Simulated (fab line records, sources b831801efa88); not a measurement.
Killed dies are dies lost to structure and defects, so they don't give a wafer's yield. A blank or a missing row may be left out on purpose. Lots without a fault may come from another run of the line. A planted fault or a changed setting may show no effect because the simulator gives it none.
fab line records | flow sky130
record lots=12 wafers=36 last_day=51
route steps=708 shown PWDE@54 LDD_HVP@288 LDD_LDN@299 SD_P@359
lots that met no fault: from a run of the same line without faults
start_h: hours from the record's first day to the start of the lot's first wafer shown | wait_h: hours since the lot's step before | " the same as in the row above | L1.1+2: a row that stands for several wafers | - no value, or no start given | * or withheld: withheld | < > ~ a bound
route shown NAME@n: a module of which the file shows steps, and the number in the route of the first | usual: mean/standard deviation of fault-free wafers | same: alike in all rows | chamber/n: place in a boat | sites: the reading at each site | _std_site: their standard deviation | _edge_site: outer sites' mean less inner sites' | radius_mm: how far each site lies from the wafer's centre | mask NAME#n: copy n | behind: the tool/chamber that last shaped the wafer | hold: why the lot was held/for how many hours/how that ended | device: the transistor (n, p or np) that didn't switch | end of line: the same wafers' tests at the end of the route | a step without rows: its recipe alone | killed: dies lost to structure and defects at the first sort, not the wafer's yield | map: a wafer's dies, x killed, . not, _ none there
set.NAME: the setting as run; set.NAME@STEP: as run at that earlier step | model.NAME: the simulator's own value behind a step, which no gauge read
steps of the route over a sample of lots; a table a step, a row a wafer
services: from which hour (start_h, from the record's first day; less than 0 if before it) a tool's chamber was out of use, for how many hours, and why
## steps
# step SKY_PWDE_STRIP_09
# recipe chemistry=O2/N2 power_w=1400 pressure_mtorr=1500 platen_temp_c=withheld o2_flow_sccm=3000 n2_flow_sccm=300 overash_fraction=0.5
# usual drypump_motor_current_A=6.1/0.42 n2_flow_sccm=300.0/0.94 oes_product_au=0.723/0.0041 strip_time_to_endpoint_s=36.90/0.11
# columns lot.wafer tool chamber start_h wait_h drypump_motor_current_A n2_flow_sccm oes_product_au rf_hours_counter_h strip_time_to_endpoint_s
L465.3 plasma_asher-02 0 84.06 0.1 5.5 299.9 0.717 - 36.78
L465.4 " 1 " " 5.9 301.7 0.724 - 36.81
L465.6 " 0 " " 5.5 302.1 0.719 - 36.82
L467.1 plasma_asher-02 0 88.32 0.1 5.5 299.0 0.729 38 36.80
L467.2 " 1 " " 5.9 301.8 0.725 38 36.85
L467.3 " 0 " " 5.5 298.2 0.719 - 36.81
L466.2 plasma_asher-03 1 88.67 0.1 6.8 300.5 0.722 27 36.94
L466.5 " 1 " " 6.8 299.5 0.717 - 37.05
L466.6 " 0 " " 5.9 300.8 0.721 - 37.06
L470.3 plasma_asher-02 0 105.69 0.1 5.5 299.7 0.719 - 36.90
L470.4 " 1 " " 5.9 301.8 0.731 - 36.99
L470.6 " 1 " " 5.9 300.4 0.722 - 37.02
L471.1 plasma_asher-04 0 111.82 0.1 6.5 300.2 0.726 41 36.97
L471.4 " 1 " " 6.3 300.1 0.713 - 36.97
L471.6 " 0 " " 6.5 300.2 0.727 - 36.99
L472.1 plasma_asher-04 1 114.82 0.1 6.3 300.5 0.724 41 36.83
L472.2 " 0 " " 6.5 298.5 0.727 41 36.89
L472.6 " 0 " " 6.5 300.6 0.722 - 36.78
L476.4 plasma_asher-04 0 144.54 0.1 6.5 299.3 0.721 - 36.99
L476.5 " 0 " " 6.5 299.7 0.724 - 36.96
L476.6 " 1 " " 6.3 299.4 0.721 - 36.98
L479.1 plasma_asher-02 0 159.71 0.1 5.5 299.9 0.729 44 36.98
L479.5 " 0 " " 5.5 300.8 0.720 - 36.98
L479.6 " 1 " " 5.9 300.7 0.719 - 37.00
L480.3 plasma_asher-04 1 165.31 0.1 6.3 300.9 0.722 - 36.70
L480.4 " 0 " " 6.5 299.5 0.712 - 36.77
L480.5 " 0 " " 6.5 299.0 0.721 - 36.77
L482.1 plasma_asher-03 1 173.67 0.1 6.8 300.1 0.727 36 36.76
L482.2 " 0 " " 5.9 299.3 0.724 36 36.73
L482.6 " 1 " " 6.8 300.1 0.728 - 36.70
L486.1 plasma_asher-03 0 194.27 0.1 5.9 301.1 0.730 38 36.96
L486.2 " 1 " " 6.8 299.8 0.721 38 37.01
L486.5 " 1 " " 6.8 299.3 0.727 - 36.91
L487.1 plasma_asher-04 1 201.61 0.1 6.4 298.5 0.722 50 36.97
L487.2 " 0 " " 6.5 300.6 0.719 50 37.07
L487.4 " 1 " " 6.3 299.7 0.725 - 36.95
# step SKY_LDD_HVP_TW_MEAS_10
# usual LDD_HVP_TW=458/5.6
# columns lot.wafer tool chamber start_h wait_h LDD_HVP_TW
L465.3 film_metro-04 - 534.26 0.1 460
L465.4 " - " " 460
L465.6 " - " " 459
L467.1 film_metro-02 - 544.72 0.1 463
L467.2 " - " " 464
L467.3 " - " " 463
L466.2 film_metro-04 - 548.33 0.1 461
L466.5 " - " " 461
L466.6 " - " " 462
L470.3 film_metro-02 - 574.79 0.1 457
L470.4 " - " " 458
L470.6 " - " " 459
L471.1 film_metro-01 - 579.57 0.1 447
L471.4 " - " " 451
L471.6 " - " " 450
L472.1 film_metro-02 - 586.52 0.1 462
L472.2 " - " " 463
L472.6 " - " " 463
L476.4 film_metro-02 - 632.90 0.1 462
L476.5 " - " " 463
L476.6 " - " " 461
L479.1 film_metro-01 - 649.09 0.1 452
L479.5 " - " " 453
L479.6 " - " " 452
L480.3 film_metro-04 - 656.24 0.1 465
L480.4 " - " " 464
L480.5 " - " " 466
L482.1 film_metro-01 - 670.02 0.1 455
L482.2 " - " " 454
L482.6 " - " " 451
L486.1 film_metro-02 - 691.99 0.1 465
L486.2 " - " " 466
L486.5 " - " " 465
L487.1 film_metro-01 - 701.04 0.1 454
L487.2 " - " " 451
L487.4 " - " " 451
# step SKY_LDD_LDN_IMPLANT_10
# recipe species=As energy_kev=15 dose_cm2=1.25e+13 tilt_deg=withheld rotation_deg=203
# usual dose_ions_cm2=1.25e+13/1.4e+10 faraday_current_uA=70.6/1.3
# columns lot.wafer tool chamber start_h wait_h dose_ions_cm2 faraday_current_uA
L465.3 implanter-04 0 564.76 0.1 1.2494e+13 71.3
L465.4 " 0 " " 1.2493e+13 69.6
L465.6 " 0 " " 1.2502e+13 72.5
L467.1 implanter-03 0 574.62 0.1 1.2514e+13 72.1
L467.2 " 0 " " 1.252e+13 70.6
L467.3 " 0 " " 1.2507e+13 71.0
L466.2 implanter-03 0 578.69 0.1 1.2475e+13 72.3
L466.5 " 0 " " 1.249e+13 70.7
L466.6 " 0 " " 1.2488e+13 69.4
L470.3 implanter-01 0 604.32 0.1 1.2467e+13 67.7
L470.4 " 0 " " 1.2492e+13 70.3
L470.6 " 0 " " 1.2497e+13 70.9
L471.1 implanter-04 0 609.46 0.1 4.192e+12 23.3
L471.4 " 0 " " 4.194e+12 24.3
L471.6 " 0 " " 4.218e+12 23.4
L472.1 implanter-04 0 615.96 0.1 4.245e+12 23.4
L472.2 " 0 " " 4.239e+12 24.7
L472.6 " 0 " " 4.227e+12 23.0
L476.4 implanter-03 0 662.23 0.1 1.2484e+13 71.4
L476.5 " 0 " " 1.2495e+13 71.5
L476.6 " 0 " " 1.2525e+13 70.1
L479.1 implanter-03 0 677.72 0.1 1.2499e+13 69.5
L479.5 " 0 " " 1.2502e+13 72.5
L479.6 " 0 " " 1.2517e+13 72.2
L480.3 implanter-04 0 685.12 0.1 1.2501e+13 71.0
L480.4 " 0 " " 1.2502e+13 70.9
L480.5 " 0 " " 1.25e+13 67.8
L482.1 implanter-04 0 698.67 0.1 1.2491e+13 69.5
L482.2 " 0 " " 1.2507e+13 69.0
L482.6 " 0 " " 1.2501e+13 69.3
L486.1 implanter-04 0 721.51 0.1 1.2507e+13 71.0
L486.2 " 0 " " 1.251e+13 70.4
L486.5 " 0 " " 1.2487e+13 71.4
L487.1 implanter-04 0 730.11 0.1 1.25e+13 70.9
L487.2 " 0 " " 1.2494e+13 71.0
L487.4 " 0 " " 1.2495e+13 72.4
# step SKY_LDD_LDN_TW_MEAS_13
# usual LDD_LDN_TW=1478/23
# columns lot.wafer tool chamber start_h wait_h LDD_LDN_TW
L465.3 film_metro-04 - 565.13 0.1 1501
L465.4 " - " " 1505
L465.6 " - " " 1498
L467.1 film_metro-03 - 575.02 0.1 1454
L467.2 " - " " 1455
L467.3 " - " " 1461
L466.2 film_metro-03 - 579.08 0.1 1466
L466.5 " - " " 1463
L466.6 " - " " 1457
L470.3 film_metro-04 - 604.69 0.1 1506
L470.4 " - " " 1504
L470.6 " - " " 1509
L471.1 film_metro-03 - 609.86 0.1 1388
L471.4 " - " " 1378
L471.6 " - " " 1377
L472.1 film_metro-02 - 616.36 0.1 1420
L472.2 " - " " 1426
L472.6 " - " " 1418
L476.4 film_metro-03 - 662.59 0.1 1454
L476.5 " - " " 1449
L476.6 " - " " 1462
L479.1 film_metro-02 - 678.12 0.1 1498
L479.5 " - " " 1502
L479.6 " - " " 1510
L480.3 film_metro-03 - 685.49 0.1 1448
L480.4 " - " " 1447
L480.5 " - " " 1442
L482.1 film_metro-04 - 699.07 0.1 1496
L482.2 " - " " 1496
L482.6 " - " " 1503
L486.1 film_metro-02 - 721.91 0.1 1501
L486.2 " - " " 1498
L486.5 " - " " 1501
L487.1 film_metro-04 - 730.51 0.1 1497
L487.2 " - " " 1501
L487.4 " - " " 1494
# step SKY_SD_N_RS_MEAS_17
# recipe thk_meas_gauge=four-point-probe
# usual SD_P_RS=146.9/0.38
# columns lot.wafer tool chamber start_h wait_h SD_P_RS[ohm/sq]
L465.3 film_metro-03 - 684.02 0.1 146.2
L465.4 " - " " 146.5
L465.6 " - " " 146.5
L467.1 film_metro-02 - 695.28 0.1 147.2
L467.2 " - " " 146.9
L467.3 " - " " 146.9
L466.2 film_metro-01 - 698.21 0.1 147.5
L466.5 " - " " 147.0
L466.6 " - " " 147.3
L470.3 film_metro-02 - 725.03 0.1 146.8
L470.4 " - " " 147.1
L470.6 " - " " 146.8
L471.1 film_metro-02 - 728.89 0.1 147.4
L471.4 " - " " 147.3
L471.6 " - " " 147.3
L472.1 film_metro-02 - 736.03 0.1 146.7
L472.2 " - " " 147.3
L472.6 " - " " 147.1
L476.4 film_metro-03 - 777.90 0.1 147.2
L476.5 " - " " 146.9
L476.6 " - " " 146.7
L479.1 film_metro-03 - 794.67 0.1 146.7
L479.5 " - " " 147.0
L479.6 " - " " 147.2
L480.3 film_metro-03 - 798.83 0.1 146.4
L480.4 " - " " 146.7
L480.5 " - " " 146.4
L482.1 film_metro-02 - 815.15 0.1 147.3
L482.2 " - " " 147.3
L482.6 " - " " 147.5
L486.1 film_metro-01 - 834.18 0.1 146.8
L486.2 " - " " 146.8
L486.5 " - " " 146.4
L487.1 film_metro-03 - 843.53 0.1 147.0
L487.2 " - " " 146.5
L487.4 " - " " 146.8
## services
# columns tool chamber start_h hours kind
implanter-04 - 81.49 6.4 repair
implanter-04 - 128.53 3.4 repair
implanter-04 - 130.70 7.0 repair
implanter-03 - 165.41 4.2 repair
implanter-03 - 176.10 2.7 repair
implanter-04 - 184.62 7.5 pm
implanter-03 - 207.92 4.1 pm
implanter-03 - 221.31 6.2 repair
implanter-03 - 234.75 1.7 repair
implanter-04 - 245.38 3.8 repair
plasma_asher-04 - 299.81 2.1 repair
implanter-04 - 386.70 1.0 repair
plasma_asher-04 - 415.26 5.0 repair
plasma_asher-04 - 488.57 1.7 repair
plasma_asher-04 - 515.10 0.9 repair
implanter-04 - 527.80 0.9 repair
implanter-04 - 530.71 0.7 repair
implanter-04 - 559.85 2.7 repair
plasma_asher-04 - 624.04 1.3 repair
implanter-04 - 641.97 1.2 repair
plasma_asher-04 - 650.11 0.3 repair
implanter-04 - 673.62 3.3 pm
plasma_asher-04 - 679.44 2.8 pm
implanter-04 - 706.53 3.0 repair
## key
first_sign step=SKY_LDD_LDN_IMPLANT_10 reading=dose_ions_cm2 direction=down sigmas=99+ usual=* struck=*
effect step=SKY_LDD_LDN_IMPLANT_10 reading=faraday_current_uA direction=down sigmas=36 usual=70.6 struck=23.7
effect step=SKY_LDD_LDN_TW_MEAS_13 reading=LDD_LDN_TW direction=down sigmas=3.3 usual=1478 struck=1401
met_at SKY_LDD_LDN_IMPLANT_10
struck_lots L471,L472
tester_left_out L471,L472
not_acting_at SKY_PWDE_STRIP_09,SKY_LDD_HVP_TW_MEAS_10,SKY_SD_N_RS_MEAS_17
onset_between 564.76 609.46
fault kind=process_parameter_drift tool=implanter-04 chamber=- onset_h=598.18 steps=SKY_LDD_LDN_IMPLANT_10 channel=dose_cm2 offset=* shape=step end_h=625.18 acts_in=* stated=*
# tester_left_out: of these lots the tester's yield and bins aren't shown, on N5 and GAA mostly nor the transistor test; their killed dies are dies lost to structure and defects alone, not to doping, threshold or leakage, so they don't give the yield
